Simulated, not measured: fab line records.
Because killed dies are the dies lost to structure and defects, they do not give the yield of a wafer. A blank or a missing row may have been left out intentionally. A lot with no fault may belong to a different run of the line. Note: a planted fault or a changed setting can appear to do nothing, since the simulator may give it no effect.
Check for tools in common :: flow sky130 :: Sample size 13 lots and 39 wafers

REASON IT WAS OPENED
SKY_NWELL_TW_MEAS_26, reading NWELL_2_TW: flagged on 1 of 13 lots. Wafers without a fault read 494.1, standard deviation 2.7.
Rule: flag the lot when none of its wafers has a number, or when each of its wafers that has one lies beyond 4 standard deviations from that mean. The other lots count as sound.

lot: L161
measured: day 5 14:26
on: filmMetro-04
NWELL_2_TW, wafer by wafer: 499.1 498.7 496.9
flag: 

lot: L163
measured: day 5 21:44
on: filmMetro-03
NWELL_2_TW, wafer by wafer: 490.2 490.8 491.9
flag: 

lot: L165
measured: day 7 00:04
on: filmMetro-03
NWELL_2_TW, wafer by wafer: 494.3 498.0 491.9
flag: 

lot: L166
measured: day 7 00:10
on: filmMetro-04
NWELL_2_TW, wafer by wafer: 29.8 30.1 29.9
flag: FLAGGED

lot: L167
measured: day 7 07:14
on: filmMetro-04
NWELL_2_TW, wafer by wafer: 494.9 498.4 492.4
flag: 

lot: L172
measured: day 8 10:20
on: filmMetro-03
NWELL_2_TW, wafer by wafer: 489.9 493.7 490.6
flag: 

lot: L176
measured: day 9 08:47
on: filmMetro-04
NWELL_2_TW, wafer by wafer: 500.2 496.9 498.8
flag: 

lot: L177
measured: day 9 14:08
on: filmMetro-03
NWELL_2_TW, wafer by wafer: 492.1 493.6 492.3
flag: 

lot: L178
measured: day 9 21:20
on: filmMetro-02
NWELL_2_TW, wafer by wafer: 494.4 493.9 492.8
flag: 

lot: L180
measured: day 10 09:22
on: filmMetro-02
NWELL_2_TW, wafer by wafer: 493.1 492.7 493.5
flag: 

lot: L181
measured: day 10 18:20
on: filmMetro-04
NWELL_2_TW, wafer by wafer: 496.6 495.3 496.9
flag: 

lot: L182
measured: day 10 21:26
on: filmMetro-04
NWELL_2_TW, wafer by wafer: 494.4 493.5 497.1
flag: 

lot: L183
measured: day 11 03:29
on: filmMetro-02
NWELL_2_TW, wafer by wafer: 493.1 496.1 495.1
flag: 
The numbers of the flagged lots are 29.9 on average: -464.2 against the usual, or -99 or more standard deviations.

LOT BY LOT: THE TOOL USED
2 process steps preceding the reading are held in the record, out of 708 steps in the route. Cell contents, in order: the tool; ch with the chambers the sampled wafers went through; the start.
lot: L161
flag: 
SKY_NWELL_STRIP_14: plasmaAsher-02 ch 0,1, day 4 20:17
SKY_NWELL_STRIP_25: plasmaAsher-01 ch 0,1, day 5 14:19

lot: L163
flag: 
SKY_NWELL_STRIP_14: plasmaAsher-01 ch 0, day 5 03:56
SKY_NWELL_STRIP_25: plasmaAsher-02 ch 1, day 5 21:37

lot: L165
flag: 
SKY_NWELL_STRIP_14: plasmaAsher-04 ch 0,1, day 6 04:28
SKY_NWELL_STRIP_25: plasmaAsher-02 ch 0,1, day 6 23:58

lot: L166
flag: FLAGGED
SKY_NWELL_STRIP_14: plasmaAsher-02 ch 0,1, day 6 04:47
SKY_NWELL_STRIP_25: plasmaAsher-04 ch 0,1, day 7 00:04

lot: L167
flag: 
SKY_NWELL_STRIP_14: plasmaAsher-04 ch 0,1, day 6 12:14
SKY_NWELL_STRIP_25: plasmaAsher-04 ch 0,1, day 7 07:08

lot: L172
flag: 
SKY_NWELL_STRIP_14: plasmaAsher-01 ch 0,1, day 7 14:12
SKY_NWELL_STRIP_25: plasmaAsher-04 ch 0,1, day 8 10:15

lot: L176
flag: 
SKY_NWELL_STRIP_14: plasmaAsher-04 ch 0, day 8 10:52
SKY_NWELL_STRIP_25: plasmaAsher-02 ch 1, day 9 08:41

lot: L177
flag: 
SKY_NWELL_STRIP_14: plasmaAsher-02 ch 0,1, day 8 16:19
SKY_NWELL_STRIP_25: plasmaAsher-02 ch 0,1, day 9 14:02

lot: L178
flag: 
SKY_NWELL_STRIP_14: plasmaAsher-02 ch 0,1, day 9 00:01
SKY_NWELL_STRIP_25: plasmaAsher-04 ch 0,1, day 9 21:15

lot: L180
flag: 
SKY_NWELL_STRIP_14: plasmaAsher-02 ch 0,1, day 9 11:10
SKY_NWELL_STRIP_25: plasmaAsher-04 ch 0,1, day 10 09:16

lot: L181
flag: 
SKY_NWELL_STRIP_14: plasmaAsher-01 ch 0,1, day 9 19:43
SKY_NWELL_STRIP_25: plasmaAsher-04 ch 0,1, day 10 18:14

lot: L182
flag: 
SKY_NWELL_STRIP_14: plasmaAsher-04 ch 0,1, day 9 23:07
SKY_NWELL_STRIP_25: plasmaAsher-04 ch 0,1, day 10 21:20

lot: L183
flag: 
SKY_NWELL_STRIP_14: plasmaAsher-04 ch 0,1, day 10 05:01
SKY_NWELL_STRIP_25: plasmaAsher-01 ch 0,1, day 11 03:25
These steps, and what they do:
- SKY_NWELL_STRIP_14: strips in O2/N2.
- SKY_NWELL_STRIP_25: strips in O2/N2.
- SKY_NWELL_TW_MEAS_26

FLAGGED OVER TOTAL, TOOL BY TOOL (the gauges that took the reading come last)
step: SKY_NWELL_STRIP_14
tool: plasmaAsher-01
lots run: 3
flagged: 0
share of the flagged lots: none
sound lots run after its first flagged lot: -

step: SKY_NWELL_STRIP_14
tool: plasmaAsher-02
lots run: 5
flagged: 1
share of the flagged lots: all
sound lots run after its first flagged lot: 3 (L177,L178,L180)

step: SKY_NWELL_STRIP_14
tool: plasmaAsher-04
lots run: 5
flagged: 0
share of the flagged lots: none
sound lots run after its first flagged lot: -

step: SKY_NWELL_STRIP_25
tool: plasmaAsher-01
lots run: 2
flagged: 0
share of the flagged lots: none
sound lots run after its first flagged lot: -

step: SKY_NWELL_STRIP_25
tool: plasmaAsher-02
lots run: 4
flagged: 0
share of the flagged lots: none
sound lots run after its first flagged lot: -

step: SKY_NWELL_STRIP_25
tool: plasmaAsher-04
lots run: 7
flagged: 1
share of the flagged lots: all
sound lots run after its first flagged lot: 6 (L167,L172,L178,L180,L181,L182)

step: SKY_NWELL_TW_MEAS_26
tool: filmMetro-02
lots run: 3
flagged: 0
share of the flagged lots: none
sound lots run after its first flagged lot: -

step: SKY_NWELL_TW_MEAS_26
tool: filmMetro-03
lots run: 4
flagged: 0
share of the flagged lots: none
sound lots run after its first flagged lot: -

step: SKY_NWELL_TW_MEAS_26
tool: filmMetro-04
lots run: 6
flagged: 1
share of the flagged lots: all
sound lots run after its first flagged lot: 4 (L167,L176,L181,L182)

THE TABLE: WHAT IT ALLOWS
plasmaAsher-02 at SKY_NWELL_STRIP_14, plasmaAsher-04 at SKY_NWELL_STRIP_25 and filmMetro-04 at SKY_NWELL_TW_MEAS_26: these 3 rows of the table ran every flagged lot.
- plasmaAsher-02 at SKY_NWELL_STRIP_14: 1 of its 5 lots flagged. Sound lots ran on it after the first flagged one (L177, L178, L180), which a lasting fault on the whole tool wouldn't allow. On the flagged lots its readings are blank where sound lots have values: stripTimeToEndpointS.
- plasmaAsher-04 at SKY_NWELL_STRIP_25: 1 of its 7 lots flagged. Sound lots ran on it after the first flagged one (L167, L172, L178, L180, L181, L182), which a lasting fault on the whole tool wouldn't allow. Its own readings (stripTimeToEndpointS) fall more than 4 standard deviations out on all wafers of the flagged lots.
- filmMetro-04 at SKY_NWELL_TW_MEAS_26: 1 of its 6 lots flagged. Sound lots ran on it after the first flagged one (L167, L176, L181, L182), which a lasting fault on the whole tool wouldn't allow.
None of the table's rows ran every flagged lot and, after the first, no sound lot.

WHAT THE SIMULATOR HAD INSERTED
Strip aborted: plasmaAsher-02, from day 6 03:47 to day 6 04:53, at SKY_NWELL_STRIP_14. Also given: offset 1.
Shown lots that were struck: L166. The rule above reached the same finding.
